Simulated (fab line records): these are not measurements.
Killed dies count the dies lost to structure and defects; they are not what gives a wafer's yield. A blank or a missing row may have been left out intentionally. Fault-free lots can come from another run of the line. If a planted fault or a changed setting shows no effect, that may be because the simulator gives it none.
A struck lot beside a sound one + flow gf180mcu + 14 out of 602 route steps
Sound: wafers L448.3, L448.4, L448.5. Wafers L455.2, L455.3, L455.5 were the ones struck. The cause is named last.
Each step with rows lists, per side, the tool, then ch with its chambers, then its first start. Under that, the readings that differ: sound wafers + struck wafers + difference of the means + sigmas: that difference in standard deviations of wafers without a fault.
alike: readings whose means differ by less than 2 such deviations, and words and numbers that are the same on both sides. not compared: withheld readings, readings that some wafer has no value for, bounds like >300 that may hide the same value, and numbers for which the record gives no deviation and whose values overlap.
The two part at a step that has a row with sigmas, a row that says differs or no value, or rows on one side only. Non-overlapping numbers with no deviation appear without sigmas and do not part them. A reading that every wafer of one side lacks parts them only if that side has two wafers or more.

first, 2 steps without rows for these wafers: GF_M3_CLEAN_19 (cleans in DIW); GF_V3_CVD_00 (deposits SiO2, target thk 600 nm, time 100 s).
GF_V3_THK_MEAS_01:
  sound on film_metro-04 at day 23 15:16; struck on film_metro-01 at day 26 08:46
  alike: V3_CVD_00_THK
GF_V3_CVD_02: deposits SiO2 from TEOS, target thk 850 nm, time 94.851 s.
  sound on pecvd-03 ch 0,1,2, day 23 15:19; struck on pecvd-01 ch 0,2, day 26 08:49
  alike: heater_power_w
GF_V3_THK_MEAS_03:
  sound on film_metro-04 at day 23 15:24; struck on film_metro-03 at day 26 08:53
  alike: V3_CVD_02_THK
GF_V3_CMP_04: polishes SiO2.
  sound on cmp-01 ch 0,1, day 23 15:26; struck on cmp-02 ch 0,1,3, day 26 08:59
  alike: motor_current_A, slurry_filter_dp_kPa, time_to_endpoint_s
GF_V3_BOW_MEAS_05:
  sound on film_metro-03 at day 23 15:47; struck on film_metro-01 at day 26 09:16
  alike: V3_BOW
then, 5 steps without rows for these wafers: GF_V3_DEHYDRATE_06 (time 60 s); GF_V3_HMDS_07 (prime time 60 s); GF_V3_COAT_08; GF_V3_COAT_09 (resist thk 1000 nm); GF_V3_SOFTBAKE_10 (time 60 s).
GF_V3_EXPOSE_11: exposes mask Via3, target cd 260 nm.
  struck on krf_scanner-02, day 26 19:29; sound on krf_scanner-01 ch 0, day 24 03:13
  no value came back on the struck wafers for exposure_dose_mJ_cm2, focus_offset_nm (nm), na; on the sound wafers exposure_dose_mJ_cm2 reads 37.95 38.00 37.99
  alike: mask
then, 1 step without rows for these wafers: GF_V3_PEB_12 (peb time 90 s).

## WHERE THEY PART
Only at GF_V3_EXPOSE_11, within this record.

WHY: what had been put in by the simulator
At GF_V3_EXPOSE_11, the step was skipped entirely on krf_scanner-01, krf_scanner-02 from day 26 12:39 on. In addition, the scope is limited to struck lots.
